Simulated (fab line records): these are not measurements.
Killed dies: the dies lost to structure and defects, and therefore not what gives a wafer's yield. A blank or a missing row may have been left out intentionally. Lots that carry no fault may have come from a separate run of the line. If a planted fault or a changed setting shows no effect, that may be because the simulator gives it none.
The tool behind it: which one? || flow sky130 || 9 lots with 27 wafers sampled at 6 steps, on a route of 708 steps

WHAT THE GAUGES READ, wafer by wafer
SKY_METAL4_CD_MEAS_13 targets a cd of 300 nm. Usual: cd-nm at 299.8 nm, with a standard deviation of 1.4.
{"lot": "L432", "measured": "day 41 07:50", "on": "cd-sem-02", "cd-nm (nm)": "299.4 299.1 300.1", "flag": ""}
{"lot": "L431", "measured": "day 41 11:59", "on": "cd-sem-01", "cd-nm (nm)": "300.9 301.6 301.8", "flag": ""}
{"lot": "L438", "measured": "day 43 16:17", "on": "cd-sem-01", "cd-nm (nm)": "297.8 299.0 298.8", "flag": ""}
{"lot": "L440", "measured": "day 44 07:16", "on": "cd-sem-02", "cd-nm (nm)": "300.3 300.4 300.3", "flag": ""}
{"lot": "L442", "measured": "day 44 18:31", "on": "cd-sem-01", "cd-nm (nm)": "299.7 299.7 300.6", "flag": ""}
{"lot": "L444", "measured": "day 45 08:04", "on": "cd-sem-02", "cd-nm (nm)": "298.1 298.5 299.2", "flag": ""}
{"lot": "L450", "measured": "day 47 07:31", "on": "cd-sem-02", "cd-nm (nm)": "297.6 299.3 297.0", "flag": ""}
{"lot": "L452", "measured": "day 47 12:47", "on": "cd-sem-01", "cd-nm (nm)": "299.2 299.8 299.6", "flag": ""}
{"lot": "L453", "measured": "day 47 13:55", "on": "cd-sem-02", "cd-nm (nm)": "297.9 299.7 298.9", "flag": ""}

SKY_VIA4_OVL_MEAS_11. Usual: VIA4_OVL typically reads -0.1 nm, with standard deviation 1.4.
{"lot": "L432", "measured": "day 42 08:19", "on": "overlay-01", "VIA4_OVL (nm)": "0.0 -1.0 -0.5", "flag": ""}
{"lot": "L431", "measured": "day 42 13:07", "on": "overlay-01", "VIA4_OVL (nm)": "0.7 2.7 0.8", "flag": ""}
{"lot": "L438", "measured": "day 44 16:16", "on": "overlay-02", "VIA4_OVL (nm)": "-1.4 -2.7 -0.9", "flag": ""}
{"lot": "L440", "measured": "day 45 06:28", "on": "overlay-01", "VIA4_OVL (nm)": "-0.5 -1.3 -1.5", "flag": ""}
{"lot": "L442", "measured": "day 45 17:31", "on": "overlay-01", "VIA4_OVL (nm)": "2.0 0.3 0.4", "flag": ""}
{"lot": "L444", "measured": "day 46 06:11", "on": "overlay-01", "VIA4_OVL (nm)": "-0.4 -3.8 -1.6", "flag": ""}
{"lot": "L450", "measured": "day 48 04:22", "on": "overlay-01", "VIA4_OVL (nm)": "0.0 0.9 1.0", "flag": ""}
{"lot": "L452", "measured": "day 48 09:04", "on": "overlay-01", "VIA4_OVL (nm)": "0.7 -0.6 1.3", "flag": ""}
{"lot": "L453", "measured": "day 48 10:37", "on": "overlay-02", "VIA4_OVL (nm)": "-3.5 -2.9 -2.4", "flag": ""}

SKY_VIA4_THK_MEAS_20: measures by xrf. Usual: VIA4_W_THK typically reads 490 nm, with standard deviation 7.9.
{"lot": "L432", "measured": "day 42 09:23", "on": "film-metro-04", "VIA4_W_THK (nm)": "495 495 498", "flag": ""}
{"lot": "L431", "measured": "day 42 14:11", "on": "film-metro-04", "VIA4_W_THK (nm)": "480 487 486", "flag": ""}
{"lot": "L438", "measured": "day 44 17:20", "on": "film-metro-04", "VIA4_W_THK (nm)": "494 498 492", "flag": ""}
{"lot": "L440", "measured": "day 45 07:38", "on": "film-metro-04", "VIA4_W_THK (nm)": "500 494 492", "flag": ""}
{"lot": "L442", "measured": "day 45 18:37", "on": "film-metro-03", "VIA4_W_THK (nm)": "494 503 498", "flag": ""}
{"lot": "L444", "measured": "day 46 07:16", "on": "film-metro-04", "VIA4_W_THK (nm)": "489 488 492", "flag": ""}
{"lot": "L450", "measured": "day 48 05:24", "on": "film-metro-01", "VIA4_W_THK (nm)": "496 496 499", "flag": ""}
{"lot": "L452", "measured": "day 48 10:07", "on": "film-metro-01", "VIA4_W_THK (nm)": "496 506 499", "flag": ""}
{"lot": "L453", "measured": "day 48 11:39", "on": "film-metro-01", "VIA4_W_THK (nm)": "492 487 497", "flag": ""}

SKY_METAL5_RS_MEAS_05: measures by four-point-probe. Usual: METAL5_ALCU_RS typically reads 0.0270 ohm/sq, with standard deviation 0.00036.
{"lot": "L432", "measured": "day 42 09:56", "on": "film-metro-03", "METAL5_ALCU_RS (ohm/sq)": "0.0264 0.0266 0.0272", "flag": ""}
{"lot": "L431", "measured": "day 42 14:43", "on": "film-metro-02", "METAL5_ALCU_RS (ohm/sq)": "0.0273 0.0278 0.0271", "flag": ""}
{"lot": "L438", "measured": "day 44 17:52", "on": "film-metro-04", "METAL5_ALCU_RS (ohm/sq)": "0.0268 0.0268 0.0269", "flag": ""}
{"lot": "L440", "measured": "day 45 08:20", "on": "film-metro-02", "METAL5_ALCU_RS (ohm/sq)": "0.0269 0.0277 0.0272", "flag": ""}
{"lot": "L442", "measured": "day 45 19:10", "on": "film-metro-02", "METAL5_ALCU_RS (ohm/sq)": "0.0272 0.0268 0.0270", "flag": ""}
{"lot": "L444", "measured": "day 46 07:50", "on": "film-metro-02", "METAL5_ALCU_RS (ohm/sq)": "0.0272 0.0270 0.0268", "flag": ""}
{"lot": "L450", "measured": "day 48 05:55", "on": "film-metro-03", "METAL5_ALCU_RS (ohm/sq)": "0.0272 0.0278 0.0276 0.0272 0.0278 0.0276", "flag": ""}
{"lot": "L452", "measured": "day 48 10:54", "on": "film-metro-04", "METAL5_ALCU_RS (ohm/sq)": "0.0273 0.0272 0.0270 0.0273 0.0272 0.0270", "flag": ""}
{"lot": "L453", "measured": "day 48 12:10", "on": "film-metro-04", "METAL5_ALCU_RS (ohm/sq)": "0.0268 0.0268 0.0268", "flag": ""}

SKY_METAL5_THK_MEAS_06: measures by xrf. Usual: METAL5_ALCU_THK typically reads 1160 nm, with standard deviation 17.
{"lot": "L432", "measured": "day 42 10:02", "on": "film-metro-03", "METAL5_ALCU_THK (nm)": "1184 1174 1153", "flag": ""}
{"lot": "L431", "measured": "day 42 14:50", "on": "film-metro-02", "METAL5_ALCU_THK (nm)": "1159 1134 1165", "flag": ""}
{"lot": "L438", "measured": "day 44 17:59", "on": "film-metro-04", "METAL5_ALCU_THK (nm)": "1158 1156 1160", "flag": ""}
{"lot": "L440", "measured": "day 45 08:27", "on": "film-metro-02", "METAL5_ALCU_THK (nm)": "1168 1130 1156", "flag": ""}
{"lot": "L442", "measured": "day 45 19:16", "on": "film-metro-02", "METAL5_ALCU_THK (nm)": "1152 1175 1167", "flag": ""}
{"lot": "L444", "measured": "day 46 07:55", "on": "film-metro-02", "METAL5_ALCU_THK (nm)": "1161 1171 1181", "flag": ""}
{"lot": "L450", "measured": "day 48 08:20", "on": "film-metro-03", "METAL5_ALCU_THK (nm)": "1355 1319 1332 1355 1326 1341", "flag": "OFF"}
{"lot": "L452", "measured": "day 48 14:41", "on": "film-metro-04", "METAL5_ALCU_THK (nm)": "1337 1348 1353 1343 1345 1346", "flag": "OFF"}
{"lot": "L453", "measured": "day 48 12:17", "on": "film-metro-04", "METAL5_ALCU_THK (nm)": "1150 1168 1158", "flag": ""}

TOOL THAT RAN EACH LOT (tool first, then ch and the chambers of the sampled wafers, then the start)
{"lot": "L432", "SKY_METAL5_SPUTTER_04": "pvd-sputter-03, day 42 09:52"}
{"lot": "L431", "SKY_METAL5_SPUTTER_04": "pvd-sputter-02, day 42 14:39"}
{"lot": "L438", "SKY_METAL5_SPUTTER_04": "pvd-sputter-04, day 44 17:48"}
{"lot": "L440", "SKY_METAL5_SPUTTER_04": "pvd-sputter-03, day 45 08:17"}
{"lot": "L442", "SKY_METAL5_SPUTTER_04": "pvd-sputter-02, day 45 19:05"}
{"lot": "L444", "SKY_METAL5_SPUTTER_04": "pvd-sputter-02, day 46 07:43"}
{"lot": "L450", "SKY_METAL5_SPUTTER_04": "pvd-sputter-02, day 48 05:53"}
{"lot": "L452", "SKY_METAL5_SPUTTER_04": "pvd-sputter-02, day 48 10:50"}
{"lot": "L453", "SKY_METAL5_SPUTTER_04": "pvd-sputter-04, day 48 12:07"}
- SKY_METAL5_SPUTTER_04: material TiN, target thk 70 nm, time 58.3 s.

WHAT THE TOOLS THEMSELVES READ (means of the sampled wafers that have a number; where no wafer has one, the mark that the record gives instead)
SKY_METAL5_SPUTTER_04. Usual: cathode-dc-power-W 6500.1 W, standard deviation 1.1; chamber-pressure-pa 0.4001 Pa, standard deviation 0.0008; throttle-valve-pct 29.8 %, standard deviation 1.4.
{"lot": "L432", "tool": "pvd-sputter-03", "cathode-dc-power-W (W)": 6499.4, "chamber-pressure-pa (Pa)": 0.4011, "throttle-valve-pct (%)": 29.2, "flag": ""}
{"lot": "L431", "tool": "pvd-sputter-02", "cathode-dc-power-W (W)": 6500.1, "chamber-pressure-pa (Pa)": 0.3996, "throttle-valve-pct (%)": 30.0, "flag": ""}
{"lot": "L438", "tool": "pvd-sputter-04", "cathode-dc-power-W (W)": 6500.8, "chamber-pressure-pa (Pa)": 0.4001, "throttle-valve-pct (%)": 28.9, "flag": ""}
{"lot": "L440", "tool": "pvd-sputter-03", "cathode-dc-power-W (W)": 6500.1, "chamber-pressure-pa (Pa)": 0.4005, "throttle-valve-pct (%)": 29.1, "flag": ""}
{"lot": "L442", "tool": "pvd-sputter-02", "cathode-dc-power-W (W)": 6499.8, "chamber-pressure-pa (Pa)": 0.3999, "throttle-valve-pct (%)": 30.0, "flag": ""}
{"lot": "L444", "tool": "pvd-sputter-02", "cathode-dc-power-W (W)": 6500.4, "chamber-pressure-pa (Pa)": 0.4007, "throttle-valve-pct (%)": 31.7, "flag": ""}
{"lot": "L450", "tool": "pvd-sputter-02", "cathode-dc-power-W (W)": "-", "chamber-pressure-pa (Pa)": "-", "throttle-valve-pct (%)": "-", "flag": "OFF"}
{"lot": "L452", "tool": "pvd-sputter-02", "cathode-dc-power-W (W)": "-", "chamber-pressure-pa (Pa)": "-", "throttle-valve-pct (%)": "-", "flag": "OFF"}
{"lot": "L453", "tool": "pvd-sputter-04", "cathode-dc-power-W (W)": 6500.2, "chamber-pressure-pa (Pa)": 0.3998, "throttle-valve-pct (%)": 28.9, "flag": ""}

THE ANSWER, worked out from the rows above alone
Rule: take the mean of a lot's wafers that have a number; if it is more than 3 standard deviations from the usual mean, the lot is off. A lot without any number at a reading at which 4 lots or more have one is off too. The other lots that the step has rows for count as sound. First the gauges in route order, then the tools' own readings, where a lot's mean is used as printed above. The first step at which some lot is off is used, and at that step the reading that is off furthest; a lot without a number counts as furthest.
Off: at SKY_METAL5_THK_MEAS_06 (METAL5_ALCU_THK), L450, L452.
A tool fits if, at a process step before that reading, it ran every lot that is off, and no sound lot after the first of them. Not tried: the gauges at SKY_METAL5_THK_MEAS_06; whatever is off there is also off at SKY_METAL5_SPUTTER_04, on other tools, and gauge error can't account for it. One candidate fits, namely pvd-sputter-02 at SKY_METAL5_SPUTTER_04. Its last sound lot is L444 (day 46 07:43), its first lot that is off L450 (day 48 05:53): a fault that began between those two fits.
Blank at SKY_METAL5_SPUTTER_04 on the lots that are off, where sound lots have numbers: cathode-dc-power-W, chamber-pressure-pa, throttle-valve-pct.

WHAT HAD BEEN PUT IN BY THE SIMULATOR
Step skipped in full: pvd-sputter-02, at SKY_METAL5_SPUTTER_04, from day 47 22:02 onward. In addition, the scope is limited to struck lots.
Lots struck among those shown: L450, L452. The same result came from the rule above.
